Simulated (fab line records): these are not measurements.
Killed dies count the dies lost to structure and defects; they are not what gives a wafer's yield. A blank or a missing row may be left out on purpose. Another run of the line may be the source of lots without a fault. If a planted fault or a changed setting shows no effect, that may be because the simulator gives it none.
Which tool was responsible? -- flow sky130 -- 36 wafers from 12 lots sampled at 6 of the route's 708 steps

WHAT THE GAUGES SHOWED, per wafer
SKY_FIELD_ISO_THK_MEAS_04. Usual: FIELD_ISO_CVD_03_THK 164.6 nm, standard deviation 1.4.
lot,measured,on,FIELD_ISO_CVD_03_THK (nm),flag
L900,day 1 14:33,film metro-03,165.7 166.2 165.8,
L901,day 1 18:29,film metro-04,165.5 164.6 164.7,
L902,day 2 00:43,film metro-03,164.1 164.4 162.5,
L903,day 2 05:16,film metro-02,164.4 165.8 165.2,
L905,day 2 14:47,film metro-04,164.2 165.0 165.3,
L907,day 3 03:28,film metro-02,166.3 164.5 164.8,
L908,day 3 06:35,film metro-04,164.1 165.0 163.5,
L910,day 3 16:45,film metro-04,163.6 163.5 162.9,
L911,day 3 21:07,film metro-03,166.7 167.1 167.0,
L912,day 4 01:45,film metro-03,164.0 164.6 164.6,
L913,day 4 08:17,film metro-04,165.9 164.8 166.1,
L921,day 5 23:40,film metro-02,170.1 171.1 172.6,OFF

SKY_CONTACT_THK_MEAS_26: measures by xrf. Usual: CONTACT_W_THK 343 nm, standard deviation 3.6.
lot,measured,on,CONTACT_W_THK (nm),flag
L900,day 31 09:39,film metro-03,342 345 343,
L901,day 31 17:26,film metro-03,342 342 339,
L902,day 32 09:32,film metro-02,347 345 341,
L903,day 32 16:26,film metro-02,343 345 347,
L905,day 33 04:04,film metro-03,345 346 339,
L907,day 34 06:38,film metro-02,342 341 346,
L908,day 34 08:59,film metro-04,351 347 346,
L910,day 34 20:34,film metro-04,348 344 347,
L911,day 35 05:56,film metro-03,338 342 339,
L912,day 35 12:07,film metro-03,344 343 347,
L913,day 35 18:31,film metro-03,342 347 344,
L921,day 38 01:57,film metro-02,343 344 348,

SKY_VIA1_BOW_MEAS_03. Usual: VIA1_BOW 81 um, standard deviation 7.4.
lot,measured,on,VIA1_BOW (um),flag
L900,day 32 14:51,film metro-02,84 86 92,
L901,day 32 22:03,film metro-02,74 83 85,
L902,day 33 14:26,film metro-02,88 88 84,
L903,day 33 20:40,film metro-04,77 78 78,
L905,day 34 07:27,film metro-02,85 76 71,
L907,day 35 11:03,film metro-04,89 82 66,
L908,day 35 12:44,film metro-04,79 84 84,
L910,day 36 01:06,film metro-02,77 88 97,
L911,day 36 09:50,film metro-02,80 85 81,
L912,day 36 15:37,film metro-04,84 85 83,
L913,day 36 21:46,film metro-02,81 89 82,
L921,day 39 05:18,film metro-04,90 86 91,

TOOL THAT RAN EACH LOT (tool first, then ch and the chambers of the sampled wafers, then the start)
lot,SKY_FIELD_ISO_CVD_03,SKY_FIELD_ISO_ETCH_15,SKY_CONTACT_CVD_00
L900,"lpcvd-02 ch 1, day 1 12:46","rie diel-02 ch 0,2, day 2 05:25","pecvd-01 ch 0,1,2, day 30 04:36"
L901,"lpcvd-02 ch 1, day 1 16:41","rie diel-04 ch 1,3, day 2 09:41","pecvd-02 ch 0,1,2, day 30 11:47"
L902,"lpcvd-02 ch 1, day 1 22:55","rie diel-04 ch 1,2,3, day 2 15:56","pecvd-01 ch 1,2, day 31 04:06"
L903,"lpcvd-02 ch 0, day 2 03:29","rie diel-02 ch 0,1,2, day 2 20:17","pecvd-01 ch 0,1,2, day 31 11:20"
L905,"lpcvd-02 ch 0, day 2 13:00","rie diel-02 ch 0,1, day 3 06:01","pecvd-01 ch 0,1, day 32 00:05"
L907,"lpcvd-02 ch 1, day 3 01:41","rie diel-02 ch 0,1,3, day 3 19:53","pecvd-02 ch 0,1,2, day 33 03:31"
L908,"lpcvd-02 ch 0, day 3 04:47","rie diel-01 ch 2,3, day 3 22:52","pecvd-01 ch 0,1,2, day 33 06:01"
L910,"lpcvd-02 ch 1, day 3 14:58","rie diel-04 ch 0,1,3, day 4 08:56","pecvd-01 ch 0,1, day 33 17:25"
L911,"lpcvd-02 ch 0, day 3 19:18","rie diel-01 ch 1,2,3, day 4 13:49","pecvd-04 ch 0,1,2, day 34 01:38"
L912,"lpcvd-02 ch 0, day 3 23:58","rie diel-01 ch 0,2,3, day 4 18:16","pecvd-02 ch 0,1,2, day 34 07:49"
L913,"lpcvd-02 ch 0, day 4 06:29","rie diel-01 ch 0,1, day 5 01:23","pecvd-04 ch 0,1,2, day 34 14:55"
L921,"lpcvd-02 ch 1, day 5 21:52","rie diel-04 ch 2,3, day 6 18:49","pecvd-02 ch 1,2, day 36 22:16"
- SKY_FIELD_ISO_CVD_03: deposits Si3N4 from DCS/NH3, target thk 165 nm, time 2830 s.
- SKY_FIELD_ISO_ETCH_15: etches the open film in CHF3/O2, stops on Si, target depth 180 nm, time 72 s.
- SKY_CONTACT_CVD_00: deposits Si3N4, target thk 75 nm.

WHAT THE TOOLS THEMSELVES READ (means of the sampled wafers that have a number; where no wafer has one, the mark that the record gives instead)
SKY_FIELD_ISO_CVD_03. Usual: pressure mtorr 250.1 mTorr, standard deviation 0.57; spike tc lower C 770.2 C, standard deviation 1.2.
lot,tool,pressure mtorr (mTorr),spike tc lower C (C),flag
L900,lpcvd-02,250.9,769.1,
L901,lpcvd-02,250.1,769.4,
L902,lpcvd-02,250.2,768.5,
L903,lpcvd-02,249.9,770.6,
L905,lpcvd-02,250.0,771.8,
L907,lpcvd-02,249.7,769.8,
L908,lpcvd-02,249.8,770.9,
L910,lpcvd-02,250.3,770.1,
L911,lpcvd-02,249.6,770.9,
L912,lpcvd-02,250.3,771.2,
L913,lpcvd-02,250.3,771.5,
L921,lpcvd-02,299.7,770.6,OFF

SKY_FIELD_ISO_ETCH_15. Usual: drypump motor current A 5.5 A, standard deviation 0.44; oes product au 0.944 a.u., standard deviation 0.0072; throttle valve pct 8.843 %, standard deviation 0.011.
lot,tool,drypump motor current A (A),oes product au (a.u.),throttle valve pct (%),flag
L900,rie diel-02,6.0,0.949,8.852,
L901,rie diel-04,5.3,0.942,8.835,
L902,rie diel-04,5.5,0.942,8.845,
L903,rie diel-02,5.8,0.941,8.839,
L905,rie diel-02,5.8,0.943,8.846,
L907,rie diel-02,5.7,0.950,8.844,
L908,rie diel-01,5.0,0.948,8.847,
L910,rie diel-04,5.4,0.937,8.838,
L911,rie diel-01,5.3,0.952,8.842,
L912,rie diel-01,5.2,0.944,8.847,
L913,rie diel-01,5.8,0.947,8.841,
L921,rie diel-04,5.9,0.967,8.846,OFF

SKY_CONTACT_CVD_00. Usual: heater power w reads 703 W (standard deviation 69).
lot,tool,heater power w (W),flag
L900,pecvd-01,705,
L901,pecvd-02,649,
L902,pecvd-01,735,
L903,pecvd-01,685,
L905,pecvd-01,664,
L907,pecvd-02,675,
L908,pecvd-01,666,
L910,pecvd-01,610,
L911,pecvd-04,758,
L912,pecvd-02,737,
L913,pecvd-04,737,
L921,pecvd-02,746,

THE ANSWER, worked out from the rows above alone
Rule: a lot is off if the mean of its wafers that have a number lies more than 3 standard deviations from the usual mean. A lot without any number at a reading at which 4 lots or more have one is off too. The other lots that the step has rows for count as sound. After the gauges, taken in route order, come the tools' own readings; for these a lot's mean is taken, as printed above. At the first step where some lot is off, the reading lying furthest off is the one used; lots without a number count as furthest.
Off: L921, seen at SKY_FIELD_ISO_THK_MEAS_04 (FIELD_ISO_CVD_03_THK).
A tool fits if, at a process step before that reading, it ran every lot that is off, and no sound lot after the first of them. Not tried: the gauges at SKY_FIELD_ISO_THK_MEAS_04; whatever is off there is also off at SKY_FIELD_ISO_CVD_03, on other tools, and gauge error can't account for it. One candidate fits, namely lpcvd-02 at SKY_FIELD_ISO_CVD_03. A fault onset in the window from L913 (day 4 06:29, its last sound lot) to L921 (day 5 21:52, its first lot off) fits.
On the lots that are off, the tool's own readings at SKY_FIELD_ISO_CVD_03 differ by more than 5 times the standard deviation of the sound lots' means, which bears it out; pressure mtorr reads 299.7 mTorr there versus 250.1 mTorr on the sound lots.

WHAT THE SIMULATOR HAD PUT IN
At SKY_FIELD_ISO_CVD_03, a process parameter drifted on lpcvd-02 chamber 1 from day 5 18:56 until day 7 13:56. Setting pressure mtorr, moved by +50, from 250. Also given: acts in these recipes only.
Lots struck among those shown: L921. Same finding as the rule above.
